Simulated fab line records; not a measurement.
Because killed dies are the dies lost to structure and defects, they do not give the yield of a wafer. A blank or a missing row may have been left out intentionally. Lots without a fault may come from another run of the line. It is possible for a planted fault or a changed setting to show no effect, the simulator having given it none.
fab line records	flow sky130
record: lots: 5	wafers: 15	lastDay: 50
route steps=708 shown VIA4@651 METAL5@661 PASSIVATION@681 PAD_OPEN@708
lots that met no fault: taken from a fault-free run of the same line
startH: start of the lot's first displayed wafer, in hours after the record's first day	waitH: hours elapsed since this lot's preceding step	" the same as in the row above	L1.1+2: a single row standing in for several wafers	- either no value or no given start	* or withheld: withheld	< > ~ a bound
route shown NAME@n: NAME is a module with steps in the file, n the number in the route of the first one	usual: mean/standard deviation of fault-free wafers	same: alike in all rows	chamber/n: place in a boat	sites: per-site readings	_std_site: standard deviation of those values	_edge_site: outer sites' mean less inner sites'	radiusMm: how far each site lies from the wafer's centre	mask NAME#n: copy n	behind: tool/chamber where the wafer was last shaped	hold: why the lot was held/for how many hours/how that ended	device: names the non-switching transistor (n, p or np)	end of line: the tests these same wafers got at the end of their route	a step with no rows: only its recipe	killed: not the wafer's yield, but the dies lost to structure and defects at the first sort	map: the dies of a wafer, with x for killed, . for not killed, _ for no die there
set.NAME: the setting as run; set.NAME@STEP: as run at that earlier step	model.NAME: the simulator's own value behind a step, which no gauge read
a table for each step, a row for each wafer; lots at some steps of the route
services: the hour from which a tool's chamber was out of use, counted from the record's first day as startH (under 0 if before that day), plus the number of hours and why
== steps ==
step: SKY_VIA4_ETCH_12
recipe: target: SiO2	chemistry: C4F8/O2/Ar	stopOn: TiN	maskMaterial: NOVOLAK	sourceW: 1500	biasW: 1153	pressureMtorr: 40	c4f8FlowSccm: withheld	O2_flow_sccm: 6	Ar_flow_sccm: 300	timeS: withheld	targetDepthA: 5800
step: SKY_VIA4_STRIP_13
recipe: chemistry: O2/N2	powerW: 1400	pressureMtorr: 1500	platenTempC: withheld	o2FlowSccm: 3000	n2FlowSccm: 300	overashFraction: 0.5
step: SKY_VIA4_STRIP_14
recipe: chemistry: postEtchResidueRemover	timeS: 1200	tempC: 72.5
step: SKY_VIA4_CLEAN_15
recipe: chemistry: IPA	timeS: 180	tempC: 25
step: SKY_VIA4_CLEAN_16
recipe: chemistry: O3/DIW	dry: n2Spin
step: SKY_VIA4_SPUTTER_17
recipe: material: TiN	targetThkNm: 20	chamberPressurePa: 5	powerW: 4000	timeS: 80
step: SKY_VIA4_CVD_18
recipe: material: W	targetThkNm: 505	timeS: 152.14	tempC: 400	pressureTorr: 40
step: SKY_VIA4_RS_MEAS_19
recipe: thkMeasGauge: four-point-probe	reads: W_of_VIA4_CVD_18+TiN_of_VIA4_SPUTTER_17
usual: VIA4_W_RS: 0.2269/0.0028
lot.wafer	tool	chamber	startH	waitH	VIA4_W_RS[ohm/sq]
L495.1	filmMetro-01	-	1037.45	0.1	0.2292
L495.3	"	-	"	"	0.2217
L495.6	"	-	"	"	0.2239
L501.3	filmMetro-01	-	1066.87	0.2	0.2272
L501.4	"	-	"	"	0.2261
L501.5	"	-	"	"	0.2261
L511.2	filmMetro-02	-	1126.18	0.1	0.2288
L511.5	"	-	"	"	0.2303
L511.6	"	-	"	"	0.2295
L514.1	filmMetro-02	-	1138.19	0.1	0.2295
L514.4	"	-	"	"	0.2292
L514.6	"	-	"	"	0.2244
L515.2	filmMetro-02	-	1140.29	0.1	0.2296
L515.4	"	-	"	"	0.2278
L515.5	"	-	"	"	0.2255
step: SKY_VIA4_THK_MEAS_20
recipe: thkMeasGauge: xrf	reads: W_of_VIA4_CVD_18
usual: VIA4_W_THK: 503/7.7
lot.wafer	tool	chamber	startH	waitH	VIA4_W_THK[nm]
L495.1	filmMetro-01	-	1037.57	0.1	503
L495.3	"	-	"	"	517
L495.6	"	-	"	"	513
L501.3	filmMetro-01	-	1066.97	0.1	504
L501.4	"	-	"	"	506
L501.5	"	-	"	"	507
L511.2	filmMetro-02	-	1126.29	0.1	505
L511.5	"	-	"	"	497
L511.6	"	-	"	"	499
L514.1	filmMetro-02	-	1138.31	0.1	499
L514.4	"	-	"	"	497
L514.6	"	-	"	"	507
L515.2	filmMetro-02	-	1140.40	0.1	500
L515.4	"	-	"	"	502
L515.5	"	-	"	"	507
step: SKY_VIA4_CMP_21
recipe: stopOn: SiO2	tOverpolishS: 25	downForcePsi: 3.5	platenRpm: 60	targetThkNm: 0	padVelocityMS: 0.94248
step: SKY_METAL5_SPUTTER_00
recipe: material: Ti	targetThkNm: 15	powerW: 3000	timeS: 10	chamberPressurePa: 0.4
step: SKY_METAL5_SPUTTER_01
recipe: material: TiN	targetThkNm: 20	powerW: 6500	timeS: 16.7	chamberPressurePa: 0.4
step: SKY_METAL5_SPUTTER_02
recipe: material: AlCu	targetThkNm: 1150	powerW: 10600	timeS: 61.2	chamberPressurePa: 0.4
usual: throttleValvePct: 30.5/0.72
lot.wafer	tool	chamber	startH	waitH	throttleValvePct
L495.1	pvdSputter-04	-	1037.97	0.0	31.6
L495.3	"	-	"	"	31.0
L495.6	"	-	"	"	30.9
L501.3	pvdSputter-04	-	1067.36	0.0	29.5
L501.4	"	-	"	"	30.9
L501.5	"	-	"	"	30.9
L511.2	pvdSputter-01	-	1126.69	0.0	30.3
L511.5	"	-	"	"	30.0
L511.6	"	-	"	"	30.2
L514.1	pvdSputter-01	-	1138.71	0.0	30.6
L514.4	"	-	"	"	30.5
L514.6	"	-	"	"	31.5
L515.2	pvdSputter-01	-	1141.18	0.0	30.6
L515.4	"	-	"	"	30.1
L515.5	"	-	"	"	31.8
step: SKY_METAL5_SPUTTER_03
recipe: material: Ti	targetThkNm: 5	powerW: 3000	timeS: 3.3	chamberPressurePa: 0.4
step: SKY_METAL5_SPUTTER_04
recipe: material: TiN	targetThkNm: 70	powerW: 6500	timeS: 58.3	chamberPressurePa: 0.4
step: SKY_METAL5_RS_MEAS_05
recipe: thkMeasGauge: four-point-probe	reads: TiN_of_METAL5_SPUTTER_04+Ti_of_METAL5_SPUTTER_03+AlCu_of_METAL5_SPUTTER_02+TiN_of_METAL5_SPUTTER_01+Ti_of_METAL5_SPUTTER_00
usual: METAL5_ALCU_RS: 0.0271/0.00026
lot.wafer	tool	chamber	startH	waitH	METAL5_ALCU_RS[ohm/sq]
L495.1	filmMetro-04	-	1038.09	0.0	0.0269
L495.3	"	-	"	"	0.0267
L495.6	"	-	"	"	0.02676
L501.3	filmMetro-02	-	1067.51	0.1	0.02709
L501.4	"	-	"	"	0.0268
L501.5	"	-	"	"	0.02673
L511.2	filmMetro-03	-	1126.83	0.0	0.02762
L511.5	"	-	"	"	0.02727
L511.6	"	-	"	"	0.02774
L514.1	filmMetro-04	-	1138.83	0.0	0.02704
L514.4	"	-	"	"	0.02724
L514.6	"	-	"	"	0.02693
L515.2	filmMetro-03	-	1141.32	0.0	0.02692
L515.4	"	-	"	"	0.02709
L515.5	"	-	"	"	0.02667
step: SKY_METAL5_THK_MEAS_06
recipe: thkMeasGauge: xrf	reads: AlCu_of_METAL5_SPUTTER_02
usual: METAL5_ALCU_THK: 1153/13
lot.wafer	tool	chamber	startH	waitH	METAL5_ALCU_THK[nm]
L495.1	filmMetro-04	-	1038.21	0.1	1172
L495.3	"	-	"	"	1185
L495.6	"	-	"	"	1173
L501.3	filmMetro-02	-	1067.61	0.1	1144
L501.4	"	-	"	"	1161
L501.5	"	-	"	"	1158
L511.2	filmMetro-03	-	1126.94	0.1	1132
L511.5	"	-	"	"	1153
L511.6	"	-	"	"	1129
L514.1	filmMetro-04	-	1138.95	0.1	1155
L514.4	"	-	"	"	1143
L514.6	"	-	"	"	1162
L515.2	filmMetro-03	-	1141.43	0.1	1152
L515.4	"	-	"	"	1152
L515.5	"	-	"	"	1169
step: SKY_METAL5_DEHYDRATE_07
recipe: tempC: 200	timeS: 60
step: SKY_METAL5_HMDS_08
recipe: primeTimeS: 60	primeTempC: 120
step: SKY_METAL5_COAT_09
recipe: resist: NOVOLAK	spinRpm: 3000	resistThkNm: 1800
step: SKY_METAL5_SOFTBAKE_10
recipe: tempC: 90	timeS: 60	resist: NOVOLAK
step: SKY_METAL5_EXPOSE_11
recipe: maskId: MM5	na: 0.6	sourceShape: conventional	sigmaOuter: 0.6	polarization: unpolarized	targetCdNm: 1600	doseMj: 190
step: SKY_METAL5_PEB_12
recipe: tempC: withheld	timeS: *	resist: NOVOLAK
step: SKY_METAL5_DEVELOP_13
recipe: resist: NOVOLAK	developer: TMAH	developTimeS: 60	devTempC: 23
step: SKY_METAL5_DESCUM_14
recipe: chemistry: O2	sourcePowerW: 150	biasPowerW: 0	pressureMtorr: 10	tempC: 40	timeS: 11
usual: drypumpMotorCurrentA: 5.70/0.2	oesProductAu: 0.997/0.0094
lot.wafer	tool	chamber	startH	waitH	drypumpMotorCurrentA	oesProductAu	rfHoursCounterH
L495.1	rieMetal-01	0	1060.06	0.1	6.15	1.008	10
L495.3	"	1	"	"	5.52	0.984	-
L495.6	"	1	"	"	5.50	0.987	-
L501.3	rieMetal-04	1	1088.44	0.1	5.82	1.000	-
L501.4	"	0	"	"	5.40	0.986	-
L501.5	"	0	"	"	5.41	0.996	-
L511.2	rieMetal-04	1	1145.36	0.1	5.81	0.987	-
L511.5	"	1	"	"	5.82	1.003	-
L511.6	"	1	"	"	5.82	0.999	-
L514.1	rieMetal-01	0	1157.28	0.1	6.12	1.005	17
L514.4	"	1	"	"	5.47	0.999	-
L514.6	"	0	"	"	6.14	1.008	-
L515.2	rieMetal-04	1	1159.05	0.1	5.84	1.005	23
L515.4	"	1	"	"	5.80	0.998	-
L515.5	"	1	"	"	5.83	0.990	-
step: SKY_METAL5_METAL_ETCH_15
recipe: targetDepthA: 12600	stopOn: SiO2	overEtchFrac: 0.2	timeS: 252	chemistry: Cl2/BCl3	resistSidewallDeg: 86	pressureMtorr: 10	icpW: 900	biasW: 48.5	Cl2_flow_sccm: 60	bcl3FlowSccm: 30
usual: drypumpMotorCurrentA: 5.70/0.2	oesProductAu: 0.894/0.0052	throttleValvePct: 22.264/0.0083
lot.wafer	tool	chamber	startH	waitH	drypumpMotorCurrentA	oesProductAu	rfHoursCounterH	throttleValvePct
L495.1	rieMetal-01	0	1060.10	0.0	6.10	0.888	10	22.264
L495.3	"	1	"	"	5.50	0.893	-	22.256
L495.6	"	1	"	"	5.49	0.896	-	22.277
L501.3	rieMetal-04	1	1088.54	0.1	5.86	0.893	-	22.264
L501.4	"	0	"	"	5.42	0.889	-	22.277
L501.5	"	0	"	"	5.42	0.884	-	22.263
L511.2	rieMetal-04	1	1145.50	0.1	5.80	0.891	-	22.267
L511.5	"	1	"	"	5.82	0.890	-	22.260
L511.6	"	1	"	"	5.83	0.893	-	22.271
L514.1	rieMetal-01	0	1157.31	0.0	6.09	0.892	17	22.270
L514.4	"	1	"	"	5.49	0.894	-	22.256
L514.6	"	0	"	"	6.12	0.884	-	22.277
L515.2	rieMetal-04	1	1159.08	0.0	5.77	0.892	23	22.245
L515.4	"	1	"	"	5.81	0.897	-	22.272
L515.5	"	1	"	"	5.79	0.898	-	22.265
step: SKY_METAL5_STRIP_16
recipe: chemistry: O2/N2	powerW: 1400	pressureMtorr: 1500	platenTempC: withheld	o2FlowSccm: 3000	n2FlowSccm: 300	overashFraction: 0.5
usual: drypumpMotorCurrentA: 5.80/0.28	oesProductAu: 0.710/0.0043	stripTimeToEndpointS: 13.10/0.13
lot.wafer	tool	chamber	startH	waitH	drypumpMotorCurrentA	oesProductAu	rfHoursCounterH	stripTimeToEndpointS
L495.1	plasmaAsher-03	0	1060.33	0.2	5.31	0.708	91	12.94
L495.3	"	0	"	"	5.30	0.710	-	13.23
L495.6	"	1	"	"	5.43	0.709	-	13.15
L501.3	plasmaAsher-02	1	1088.73	0.1	6.07	0.707	-	13.12
L501.4	"	0	"	"	5.75	0.707	-	13.37
L501.5	"	0	"	"	5.75	0.713	-	13.31
L511.2	plasmaAsher-01	1	1145.89	0.3	5.61	0.712	8	13.04
L511.5	"	1	"	"	5.62	0.704	-	13.08
L511.6	"	0	"	"	6.16	0.714	-	13.11
L514.1	plasmaAsher-01	1	1157.55	0.2	5.64	0.709	9	13.14
L514.4	"	1	"	"	5.61	0.717	-	13.32
L514.6	"	0	"	"	6.16	0.709	-	13.13
L515.2	plasmaAsher-03	1	1159.32	0.2	5.43	0.707	101	13.06
L515.4	"	1	"	"	5.43	0.710	-	12.99
L515.5	"	0	"	"	5.32	0.714	-	13.11
step: SKY_METAL5_STRIP_17
recipe: chemistry: postEtchResidueRemover	timeS: 1200	tempC: 72.5
step: SKY_METAL5_CLEAN_18
recipe: chemistry: IPA	timeS: 180	tempC: 25
step: SKY_METAL5_CLEAN_19
recipe: chemistry: O3/DIW	dry: n2Spin
step: SKY_PASSIVATION_CVD_00
recipe: material: SiO2	targetThkNm: 90	tempC: 400	timeS: withheld	rfW: 600
usual: heaterPowerW: 674/120
lot.wafer	tool	chamber	startH	waitH	heaterPowerW
L495.1	pecvd-01	1	1060.95	0.0	761
L495.3	"	2	"	"	683
L495.6	"	2	"	"	679
L501.3	pecvd-03	0	1089.29	0.0	496
L501.4	"	1	"	"	521
L501.5	"	0	"	"	502
L511.2	pecvd-01	1	1146.48	0.0	789
L511.5	"	1	"	"	791
L511.6	"	0	"	"	723
L514.1	pecvd-03	1	1158.18	0.0	543
L514.4	"	0	"	"	534
L514.6	"	2	"	"	540
L515.2	pecvd-01	2	1159.91	0.0	600
L515.4	"	2	"	"	631
L515.5	"	1	"	"	786
step: SKY_PASSIVATION_THK_MEAS_01
recipe: reads: SiO2_of_PASSIVATION_CVD_00
usual: PASSIVATION_CVD_00_THK: 90.2/1.4
lot.wafer	tool	chamber	startH	waitH	PASSIVATION_CVD_00_THK[nm]
L495.1	filmMetro-04	-	1060.98	-	91.2
L495.3	"	-	"	"	91.0
L495.6	"	-	"	"	92.2
L501.3	filmMetro-01	-	1089.33	-	88.8
L501.4	"	-	"	"	89.6
L501.5	"	-	"	"	90.0
L511.2	filmMetro-01	-	1146.51	-	90.3
L511.5	"	-	"	"	91.7
L511.6	"	-	"	"	93.1
L514.1	filmMetro-04	-	1158.20	-	89.1
L514.4	"	-	"	"	90.5
L514.6	"	-	"	"	89.9
L515.2	filmMetro-01	-	1159.94	-	90.3
L515.4	"	-	"	"	91.7
L515.5	"	-	"	"	92.5
step: SKY_PASSIVATION_CVD_02
recipe: material: Si3N4	targetThkNm: 540	tempC: 400	timeS: withheld	rfW: 450
usual: heaterPowerW: 681/110
lot.wafer	tool	chamber	startH	waitH	heaterPowerW
L495.1	pecvd-04	0	1061.04	0.1	823
L495.3	"	2	"	"	797
L495.6	"	1	"	"	574
L501.3	pecvd-04	1	1089.48	0.1	530
L501.4	"	0	"	"	833
L501.5	"	1	"	"	563
L511.2	pecvd-04	1	1146.56	0.0	582
L511.5	"	2	"	"	735
L511.6	"	0	"	"	695
L514.1	pecvd-04	0	1158.26	0.1	829
L514.4	"	2	"	"	839
L514.6	"	1	"	"	593
L515.2	pecvd-03	2	1159.99	0.0	721
L515.4	"	2	"	"	585
L515.5	"	1	"	"	608
step: SKY_PASSIVATION_THK_MEAS_03
recipe: reads: Si3N4_of_PASSIVATION_CVD_02
usual: PASSIVATION_CVD_02_THK: 537/7.3
lot.wafer	tool	chamber	startH	waitH	PASSIVATION_CVD_02_THK[nm]
L495.1	filmMetro-01	-	1061.26	-	526
L495.3	"	-	"	"	525
L495.6	"	-	"	"	537
L501.3	filmMetro-01	-	1089.73	-	551
L501.4	"	-	"	"	543
L501.5	"	-	"	"	544
L511.2	filmMetro-01	-	1146.80	-	538
L511.5	"	-	"	"	535
L511.6	"	-	"	"	540
L514.1	filmMetro-01	-	1158.49	-	536
L514.4	"	-	"	"	549
L514.6	"	-	"	"	551
L515.2	filmMetro-03	-	1160.23	-	541
L515.4	"	-	"	"	543
L515.5	"	-	"	"	535
step: SKY_PASSIVATION_DEHYDRATE_04
recipe: tempC: 200	timeS: 60
step: SKY_PASSIVATION_HMDS_05
recipe: primeTimeS: 60	primeTempC: 120
step: SKY_PASSIVATION_COAT_06
recipe: spinRpm: 2000	resistThkNm: 3000
step: SKY_PASSIVATION_SOFTBAKE_07
recipe: tempC: 110	timeS: withheld
step: SKY_PASSIVATION_EXPOSE_08
recipe: maskId: NSM	targetCdNm: 3000	na: 0.57	doseMj: 260
step: SKY_PASSIVATION_PEB_09
recipe: tempC: 115	timeS: withheld
step: SKY_PASSIVATION_DEVELOP_10
recipe: developTimeS: 60	devTempC: 23
step: SKY_PASSIVATION_ETCH_11
recipe: chemistry: CF4/O2	targetDepthNm: 725	stopOn: AlCu	sourceW: 800	biasW: 150	pressureMtorr: 150	cf4FlowSccm: 80	O2_flow_sccm: 10	timeS: 161.1
step: SKY_PAD_OPEN_PROBE_99
usual: defectLimitedYield: 82.6/1.9	killed_at_M0_to_M3: 43/7.1	killed_at_M4_up: 3.0/1.6	killedAtContacts: 24/5.3	killedAtFrontEnd: 16/4.1	killedAtOther: 0.5/0.82	killedDies: 86/9.4	killedOpen: 46/6.9	killedShort: 39/6.5	sort_bin_3_pad_short: 0.9/0.45	sort_bin_5_function: 10.3/1.5	sort_bin_6_memory: 6.2/1.1	sortNPass: 406/9.4	sortYieldPct: 82.6/1.9
same: grossDies: 492	killedAtBackSide: 0	sort_bin_4_leakage[%]: 0	sort_bin_8_speed[%]: 0
lot.wafer	tool	chamber	startH	waitH	hold	defectLimitedYield[%]	killed_at_M0_to_M3	killed_at_M4_up	killedAtContacts	killedAtFrontEnd	killedAtOther	killedDies	killedOpen	killedShort	sort_bin_3_pad_short[%]	sort_bin_5_function[%]	sort_bin_6_memory[%]	sortNPass	sortYieldPct[%]	model.etest.tester.sortNPass	model.etest.tester.sortYieldPct	model.etest.tester.sort_bin_5_pct	model.etest.tester.sort_bin_3_pct
L495.1	prober-01	-	1106.52	0.1	-	82.3	45	3	23	16	0	87	44	43	0.4	11.6	5.7	405	82.3	405	82.32	11.59	0.4065
L495.3	prober-01	-	1106.62	0.2	-	85.2	32	3	20	18	0	73	37	36	1.0	8.1	5.7	419	85.2	419	85.16	8.13	1.016
L495.6	prober-01	-	1106.77	0.2	-	83.3	41	4	20	16	1	82	41	41	0.4	8.1	8.1	410	83.3	410	83.33	8.13	0.4065
L501.3	prober-01	-	1132.48	0.2	awaitDispo/1.8h/release	74.6	48	46	14	17	0	125	51	32	2.8	15.7	6.9	367	74.6	367	74.59	15.65	2.846
L501.4	prober-01	-	1132.53	0.2	awaitDispo/1.8h/release	82.9	47	2	20	14	1	84	44	39	0.6	10.0	6.5	408	82.9	408	82.93	9.959	0.6098
L501.5	prober-01	-	1132.58	0.2	awaitDispo/1.8h/release	82.7	40	1	24	20	0	85	45	40	1.4	9.6	6.3	407	82.7	407	82.72	9.553	1.423
L511.2	prober-01	-	1183.37	0.1	-	82.7	38	3	19	25	0	85	45	40	0.6	11.4	5.3	407	82.7	407	82.72	11.38	0.6098
L511.5	prober-01	-	1183.52	0.2	-	84.8	31	2	24	18	0	75	43	32	0.8	10.2	4.3	417	84.8	417	84.76	10.16	0.813
L511.6	prober-01	-	1183.57	0.2	-	84.6	30	0	34	12	0	76	41	35	1.2	9.3	4.9	416	84.6	416	84.55	9.35	1.22
L514.1	prober-02	-	1193.81	0.1	-	83.5	40	1	24	16	0	81	44	35	0.4	11.6	4.5	411	83.5	411	83.54	11.59	0.4065
L514.4	prober-02	-	1193.96	0.2	-	81.3	45	3	29	14	1	92	50	42	1.2	10.8	6.7	400	81.3	400	81.3	10.77	1.22
L514.6	prober-02	-	1194.06	0.2	-	84.6	36	2	29	9	0	76	49	27	0.4	9.6	5.5	416	84.6	416	84.55	9.553	0.4065
L515.2	prober-01	-	1196.19	0.1	-	82.9	45	3	16	20	0	84	43	40	1.0	11.6	4.5	408	82.9	408	82.93	11.59	1.016
L515.4	prober-01	-	1196.29	0.2	-	81.9	48	5	22	13	1	89	41	47	0.6	11.2	6.3	403	81.9	403	81.91	11.18	0.6098
L515.5	prober-01	-	1196.34	0.2	-	81.9	44	7	27	10	1	89	55	33	1.4	9.3	7.3	403	81.9	403	81.91	9.35	1.423
killed by level:class
L495.1 VIA3:geometricParticle:open=9 LI_CONTACT:geometricParticle:open=7 FIELD_ISO:geometricParticle:open=6 LOCAL_INTERCONNECT:geometricParticle:short=6 VIA1:geometricParticle:open=6 METAL2:geometricParticle:short=6 FIELD_ISO:geometricParticle:short=5 VIA1:geometricParticle:short=5
L495.3 CONTACT:geometricParticle:open=8 FIELD_ISO:geometricParticle:open=6 LI_CONTACT:geometricParticle:open=6 FIELD_ISO:geometricParticle:short=5 METAL2:geometricParticle:short=5 VIA1:geometricParticle:open=4 VIA3:geometricParticle:open=4 POLY_GATE:geometricParticle:short=3
L495.6 POLY_GATE:geometricParticle:open=7 CONTACT:geometricParticle:open=7 VIA1:geometricParticle:open=7 VIA2:geometricParticle:open=6 LOCAL_INTERCONNECT:geometricParticle:short=5 VIA3:geometricParticle:short=5 METAL2:geometricParticle:short=4 CONTACT:geometricParticle:short=4
L501.3 METAL5:unspecified=42 CONTACT:geometricParticle:open=11 VIA1:geometricParticle:open=11 VIA2:geometricParticle:open=8 VIA3:geometricParticle:open=6 METAL2:geometricParticle:short=5 METAL1:geometricParticle:short=4 VIA1:geometricParticle:short=4
L501.4 VIA1:geometricParticle:open=12 VIA2:geometricParticle:open=10 CONTACT:geometricParticle:open=9 METAL2:geometricParticle:short=7 FIELD_ISO:geometricParticle:short=5 CONTACT:geometricParticle:short=5 METAL1:geometricParticle:short=4 VIA1:geometricParticle:short=4
L501.5 CONTACT:geometricParticle:open=9 VIA1:geometricParticle:open=9 LOCAL_INTERCONNECT:geometricParticle:short=7 POLY_GATE:geometricParticle:short=6 VIA1:geometricParticle:short=6 VIA3:geometricParticle:open=6 POLY_GATE:geometricParticle:open=4 METAL1:geometricParticle:short=4
L511.2 VIA1:geometricParticle:open=10 POLY_GATE:geometricParticle:short=9 CONTACT:geometricParticle:open=8 VIA1:geometricParticle:short=7 FIELD_ISO:geometricParticle:short=6 VIA2:geometricParticle:open=6 VIA3:geometricParticle:open=6 POLY_GATE:geometricParticle:open=4
L511.5 VIA1:geometricParticle:open=11 CONTACT:geometricParticle:open=8 METAL1:geometricParticle:short=5 LI_CONTACT:geometricParticle:open=4 LI_CONTACT:geometricParticle:short=4 CONTACT:geometricParticle:short=4 FIELD_ISO:geometricParticle:open=3 FIELD_ISO:geometricParticle:short=3
L511.6 CONTACT:geometricParticle:open=13 LOCAL_INTERCONNECT:geometricParticle:short=8 VIA1:geometricParticle:open=7 POLY_GATE:geometricParticle:short=6 LI_CONTACT:geometricParticle:open=6 VIA3:geometricParticle:open=4 VIA1:geometricParticle:short=4 CONTACT:geometricParticle:short=3
L514.1 VIA2:geometricParticle:open=9 VIA1:geometricParticle:open=8 CONTACT:geometricParticle:open=7 VIA1:geometricParticle:short=7 VIA3:geometricParticle:open=7 CONTACT:geometricParticle:short=6 LOCAL_INTERCONNECT:geometricParticle:short=4 FIELD_ISO:geometricParticle:short=4
L514.4 CONTACT:geometricParticle:open=14 VIA1:geometricParticle:open=12 CONTACT:geometricParticle:short=7 METAL2:geometricParticle:short=7 FIELD_ISO:geometricParticle:open=6 METAL1:geometricParticle:short=6 VIA3:geometricParticle:open=5 VIA2:geometricParticle:open=4
L514.6 CONTACT:geometricParticle:open=14 VIA1:geometricParticle:open=7 VIA2:geometricParticle:open=7 VIA3:geometricParticle:open=5 LI_CONTACT:geometricParticle:open=5 POLY_GATE:geometricParticle:short=4 FIELD_ISO:geometricParticle:short=3 METAL1:geometricParticle:open=3
L515.2 FIELD_ISO:geometricParticle:open=9 VIA1:geometricParticle:open=9 CONTACT:geometricParticle:open=7 METAL2:geometricParticle:short=7 FIELD_ISO:geometricParticle:short=6 VIA3:geometricParticle:short=6 VIA3:geometricParticle:open=5 CONTACT:geometricParticle:short=4
L515.4 VIA1:geometricParticle:short=11 LI_CONTACT:geometricParticle:open=9 VIA1:geometricParticle:open=7 METAL2:geometricParticle:short=7 VIA2:geometricParticle:open=7 VIA3:geometricParticle:open=7 CONTACT:geometricParticle:open=5 FIELD_ISO:geometricParticle:open=4
L515.5 VIA1:geometricParticle:open=14 LI_CONTACT:geometricParticle:open=10 CONTACT:geometricParticle:open=10 METAL1:geometricParticle:short=7 METAL4:geometricParticle:short=7 VIA2:geometricParticle:open=6 METAL2:geometricParticle:short=5 FIELD_ISO:geometricParticle:open=3
map L501.3 (x killed, . not)
__________xx........_________
________.........xx..._______
______x.......x........x_____
_____.........x...xx.....____
____..............xxxxxx..___
___..x.x......x..xxxxxxxx..__
__x..x...xx..xx.xxxxxxxx...._
_.....xx.........xxxxxxx.....
_......x........xxxxxxxxx.x..
_.......xx.....xxxxxxxxx.x.x.
_.........x...x.....x......x.
_...........x.........x..x...
_x.........x.......x.xx..x..x
_.......x....x.........x.....
_..x.....xx..................
__x...x...x.xxxxxxx........._
___...x....x.x......xx.....__
____............xx..xx....___
_____.x..x........x......____
______..x...x....xxx..x._____
________.x.........x.._______
__________.......x.._________
map L495.1 (x killed, . not)
__________.....x...._________
________...x.x........_______
______....xx......x....._____
_____x....xx.......x.....____
____.x...x.....x.x........___
___.....x......x....x.x....__
__x.x.......x....x.........._
_x..........................x
_....x........x......xx.x....
_.x.xx..x........xx...x...xxx
_x....x...................x.x
_......x....x.......x........
_......x....x..x.x....xx.x..x
_.x...x.....x....x.xx........
_..x...............x....x....
__......x...x.x.x..x.x..x..._
___......x..x..x......x.x..__
____....................x.___
_____.x.....x.....x.x.x..____
______....x............._____
________.x....x......._______
__________.....xx..x_________
== services ==
tool	chamber	startH	hours	kind
pecvd-03	-	1020.17	14.6	pm
pecvd-01	2	1050.92	2.1	scheduledDown
plasmaAsher-01	-	1055.25	9.0	pm
plasmaAsher-01	0	1055.25	9.0	ventCycle
plasmaAsher-01	1	1055.25	9.0	ventCycle
plasmaAsher-01	-	1057.18	1.2	repair
rieMetal-04	0	1063.94	3.7	repair
plasmaAsher-01	-	1069.78	0.4	repair
pecvd-01	-	1073.23	6.0	pm
pecvd-04	2	1089.35	5.0	scheduledDown
pecvd-04	2	1098.99	5.5	scheduledDown
pecvd-01	2	1112.12	5.5	scheduledDown
pvdSputter-04	-	1122.43	0.6	repair
pvdSputter-01	-	1133.79	1.3	repair
rieMetal-04	0	1135.29	-	clean
rieMetal-04	0	1135.29	-	consumableReplace:focusRing
rieMetal-04	0	1135.29	22.6	scheduledDown
rieMetal-04	0	1135.29	22.6	ventCycle
pecvd-03	-	1139.03	2.9	repair
pvdSputter-01	3	1140.19	-	consumableReplace:kit
pvdSputter-01	3	1140.19	18.0	scheduledDown
pvdSputter-01	3	1140.19	18.0	ventCycle
plasmaAsher-02	-	1146.40	2.8	pm
pecvd-03	2	1150.32	5.5	scheduledDown
== key ==
firstSign: step: SKY_PAD_OPEN_PROBE_99	reading: killed_at_M4_up	direction: up	sigmas: 26	usual: 3.0	struck: 46
effect: step: SKY_PAD_OPEN_PROBE_99	reading: sort_bin_3_pad_short	direction: up	sigmas: 4.3	usual: 0.9	struck: 2.8
modelEffect: step: SKY_PAD_OPEN_PROBE_99	value: etest.tester.sortNPass	without: 402	struck: 367
metAt SKY_METAL5_SPUTTER_02
struckWafers L501.3
fault: kind: chamberParticleSource	tool: pvdSputter-04	chamber: -	onsetH: 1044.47	steps: SKY_METAL5_SPUTTER_02	ratePerVisitCm2: 0.53244	endH: 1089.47	scope: struckWafersOnly
